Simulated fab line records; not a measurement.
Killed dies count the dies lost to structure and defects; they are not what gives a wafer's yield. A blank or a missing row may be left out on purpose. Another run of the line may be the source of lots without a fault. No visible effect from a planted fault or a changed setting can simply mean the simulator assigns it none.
Split-lot experiment	flow gf180mcu	23 wafers read from 5 lots, route of 602 steps

== THE SPLIT ==
At GF_V2_SPUTTER_22 (material TiN, target thk 10 nm, time 40 s), the setting chamber-pressure-pa was moved away from the recipe's 5 Pa on 20 of the 23 wafers read, by -14.2% to +9.0%. The other wafers ran this setting at the recipe's value.

The split's own step is where the reading is taken.

== THE READING ==
TiN_of_V2_SPUTTER_22.thk-nm (the simulator's own value, which no gauge read), in nm, at GF_V2_SPUTTER_22 (material TiN, target thk 10 nm, time 40 s). The file does not state a usual value for it. Across the 3 wafers here that went through the recipe, the average is 10.080 nm and the standard deviation 0.065 nm.

wafer	tool, chamber at the split	chamber-pressure-pa as run, Pa	against the recipe	TiN_of_V2_SPUTTER_22.thk-nm, nm	against lot-mates on the recipe
L074.1	pvd-sputter-04, -	4.685	-6.3%	10.86	no lot-mate on the recipe
L074.3	pvd-sputter-04, -	4.685	-6.3%	10.56	no lot-mate on the recipe
L074.4	pvd-sputter-04, -	4.685	-6.3%	10.72	no lot-mate on the recipe
L074.5	pvd-sputter-04, -	4.685	-6.3%	10.65	no lot-mate on the recipe
L074.6	pvd-sputter-04, -	4.685	-6.3%	10.91	no lot-mate on the recipe
L076.1	pvd-sputter-04, -	5	recipe	10.05	-
L076.4	pvd-sputter-04, -	5	recipe	10.17	-
L076.5	pvd-sputter-04, -	5	recipe	10.02	-
L080.1	pvd-sputter-01, -	5.452	+9.0%	9.558	no lot-mate on the recipe
L080.2	pvd-sputter-01, -	5.452	+9.0%	9.401	no lot-mate on the recipe
L080.4	pvd-sputter-01, -	5.452	+9.0%	9.475	no lot-mate on the recipe
L080.5	pvd-sputter-01, -	5.452	+9.0%	9.611	no lot-mate on the recipe
L080.6	pvd-sputter-01, -	5.452	+9.0%	9.358	no lot-mate on the recipe
L083.1	pvd-sputter-01, -	5.262	+5.2%	9.498	no lot-mate on the recipe
L083.2	pvd-sputter-01, -	5.262	+5.2%	9.452	no lot-mate on the recipe
L083.3	pvd-sputter-01, -	5.262	+5.2%	9.515	no lot-mate on the recipe
L083.4	pvd-sputter-01, -	5.262	+5.2%	9.457	no lot-mate on the recipe
L083.6	pvd-sputter-01, -	5.262	+5.2%	9.547	no lot-mate on the recipe
L085.1	pvd-sputter-02, -	4.289	-14.2%	11.45	no lot-mate on the recipe
L085.2	pvd-sputter-02, -	4.289	-14.2%	11.41	no lot-mate on the recipe
L085.4	pvd-sputter-02, -	4.289	-14.2%	11.32	no lot-mate on the recipe
L085.5	pvd-sputter-02, -	4.289	-14.2%	11.32	no lot-mate on the recipe
L085.6	pvd-sputter-02, -	4.289	-14.2%	11.31	no lot-mate on the recipe

THE FIT
A straight line over all 23 wafers: TiN_of_V2_SPUTTER_22.thk-nm changes by -0.0871 nm for each +1% of chamber-pressure-pa; r = -0.98; the points scatter about the line by 0.15 nm.
Too few moved wafers with a lot-mate on the recipe to fit a line net of each lot's own level.

== THE FILE'S OWN FIT ==
TiN_of_V2_SPUTTER_22.thk-nm changes by -0.0872 nm for each +1% of chamber-pressure-pa, r = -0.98.
